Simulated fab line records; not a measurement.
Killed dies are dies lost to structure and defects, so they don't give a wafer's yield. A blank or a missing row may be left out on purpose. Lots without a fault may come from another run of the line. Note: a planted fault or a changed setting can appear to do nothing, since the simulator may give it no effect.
What tool caused it? + flow gf180mcu + 6 lots with 18 wafers sampled at 4 steps, on a route of 602 steps

WHAT EACH GAUGE READ, for each wafer
GF_M1_RS_MEAS_05: the measuring method here is four-point-probe.
| lot  | measured     | on            | M1_ALCU_RS (ohm/sq)  |
|------|--------------|---------------|----------------------|
| L894 | day 17 05:55 | film_metro-03 | 0.0698 0.0692 0.0695 |
| L896 | day 18 01:32 | film_metro-03 | 0.0693 0.0701 0.0702 |
| L898 | day 18 15:13 | film_metro-03 | 0.0700 0.0704 0.0695 |
| L900 | day 19 11:09 | film_metro-04 | 0.0691 0.0698 0.0694 |
| L911 | day 23 05:12 | film_metro-04 | 0.0691 0.0690 0.0696 |
| L913 | day 23 22:53 | film_metro-04 | 0.0695 0.0690 0.0690 |

WHICH TOOL RAN EACH LOT (tool, then ch and the chambers of the sampled wafers, then the start)
| lot  | GF_DNWELL_STRIP_08                  | GF_NWELL_STRIP_10                   | GF_SAB_STRIP_13                      |
|------|-------------------------------------|-------------------------------------|--------------------------------------|
| L894 | plasma_asher-02 ch 0,1, day 3 09:59 | plasma_asher-02 ch 0, day 3 22:47   | plasma_asher-01 ch 1, day 16 05:14   |
| L896 | plasma_asher-04 ch 0,1, day 3 21:23 | plasma_asher-03 ch 0,1, day 4 10:46 | plasma_asher-01 ch 0,1, day 16 22:31 |
| L898 | plasma_asher-04 ch 1, day 4 07:26   | plasma_asher-01 ch 0,1, day 4 21:08 | plasma_asher-01 ch 0,1, day 17 12:37 |
| L900 | plasma_asher-03 ch 0,1, day 4 16:50 | plasma_asher-01 ch 0,1, day 5 07:28 | plasma_asher-02 ch 0,1, day 18 08:12 |
| L911 | plasma_asher-02 ch 0,1, day 7 04:14 | plasma_asher-03 ch 0,1, day 7 20:47 | plasma_asher-04 ch 1, day 22 02:53   |
| L913 | plasma_asher-02 ch 0,1, day 7 15:41 | plasma_asher-01 ch 0,1, day 8 08:05 | plasma_asher-01 ch 0,1, day 22 21:23 |
- GF_DNWELL_STRIP_08: strips in O2/N2.
- GF_NWELL_STRIP_10: strips in O2/N2.
- GF_SAB_STRIP_13: strips in O2/N2.

THE ANSWER, worked out from the rows above alone
Rule: usual is defined by the lots themselves. Put in order of their means at a reading, lots are off if they are a third of the lots or fewer, leave a main group of 4 or more, and stand apart from it by a gap of 3 or more times the standard deviation of the main group's means; of several such gaps the widest counts. A main group is skipped when, at the precision printed for the reading in the tables above, its means are all equal. Also off: a lot with no number at a reading for which 4 or more lots have one. Any other lot the step has rows for is counted as sound.
No lot is off on any of the readings shown, so nothing can be concluded from this.

WHAT THE SIMULATOR PUT IN
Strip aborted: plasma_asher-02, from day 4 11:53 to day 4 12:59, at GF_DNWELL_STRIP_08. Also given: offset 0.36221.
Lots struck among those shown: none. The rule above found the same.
